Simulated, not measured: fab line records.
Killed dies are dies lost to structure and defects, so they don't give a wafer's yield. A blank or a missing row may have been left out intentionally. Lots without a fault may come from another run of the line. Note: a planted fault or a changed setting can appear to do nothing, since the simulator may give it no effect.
One fault through the eyes of 2 desks / flow sfq line / numbers are kept per desk, each desk with only its own; the story behind them comes last

THE TOOL OWNER'S DESK: pvd sputter-06
The tool's own readings at SFQ_TRILAYER_M6_DEP_SPUTTER_157 (material Nb, target thk 200 nm, time 133.3 s): means of the sampled wafers that have a number, for each lot that ran on this tool. Marked OUT: a lot whose mean sits more than 4 standard deviations from the usual mean, which makes it out of limits; the brackets give that distance.
Columns: A = substrate temp c at SFQ_TRILAYER_M6_DEP_SPUTTER_157, usual 20.01 C; B = throttle valve pct at SFQ_TRILAYER_M6_DEP_SPUTTER_157, usual 30.0 %
lot=L531; first seen here=day 72 13:16; A=19.91; B=30.3
lot=L538; first seen here=day 74 04:54; A=20.00; B=30.1
lot=L544; first seen here=day 77 09:59; A=20.01; B=29.9
lot=L545; first seen here=day 77 14:11; A=20.14; B=29.9
Finding of this desk: none of the 4 lots has anything out of limits.

FROM THE METROLOGY DESK
What the gauges read, lot by lot, whatever tool the lot ran on: means of the sampled wafers that have a number. Marked OUT: a lot whose mean sits more than 4 standard deviations from the usual mean, which makes it out of limits; the brackets give that distance.
Columns: A = M6_NB_RS at SFQ_M6_RS_MEAS_938, usual 0.889 ohm/sq
lot=L531; first seen here=day 72 13:23; A=0.899
lot=L532; first seen here=day 72 14:38; A=0.884
lot=L533; first seen here=day 73 03:56; A=0.902
lot=L537; first seen here=day 73 19:25; A=0.877
lot=L538; first seen here=day 74 04:59; A=0.904
lot=L544; first seen here=day 77 10:07; A=0.676 (-18) OUT
lot=L545; first seen here=day 77 14:18; A=0.675 (-18) OUT
lot=L546; first seen here=day 78 15:04; A=0.878
lot=L547; first seen here=day 79 00:40; A=0.880
lot=L548; first seen here=day 79 01:52; A=0.898
lot=L550; first seen here=day 79 04:16; A=0.880
lot=L551; first seen here=day 79 07:54; A=0.885
lot=L552; first seen here=day 79 23:18; A=0.892
lot=L554; first seen here=day 80 04:04; A=0.886
This desk's finding: out of limits on L544, L545; first on L544, day 77 10:07 (M6_NB_RS at SFQ_M6_RS_MEAS_938). L531, L532, L533, L537, L538, L546, L547, L548, L550, L551, L552, L554 stayed within limits.

ALL TOGETHER
Metrology desk: alarm possible at day 77 10:07 on L544, L545.
The desk of the tool owner found nothing out of limits.
On record at the tool owner's desk: L544, L545, within its limits.
The lots listed all ran SFQ_TRILAYER_M6_DEP_SPUTTER_157 on pvd sputter-06.

WHAT THE SIMULATOR HAD PUT IN
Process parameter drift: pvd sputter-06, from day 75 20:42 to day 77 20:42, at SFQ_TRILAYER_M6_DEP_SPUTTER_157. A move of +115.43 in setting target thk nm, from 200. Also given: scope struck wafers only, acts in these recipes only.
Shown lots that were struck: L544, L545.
Per desk, hours elapsed from the start of the fault to the first reading out of limits: for the metrology desk, 37.
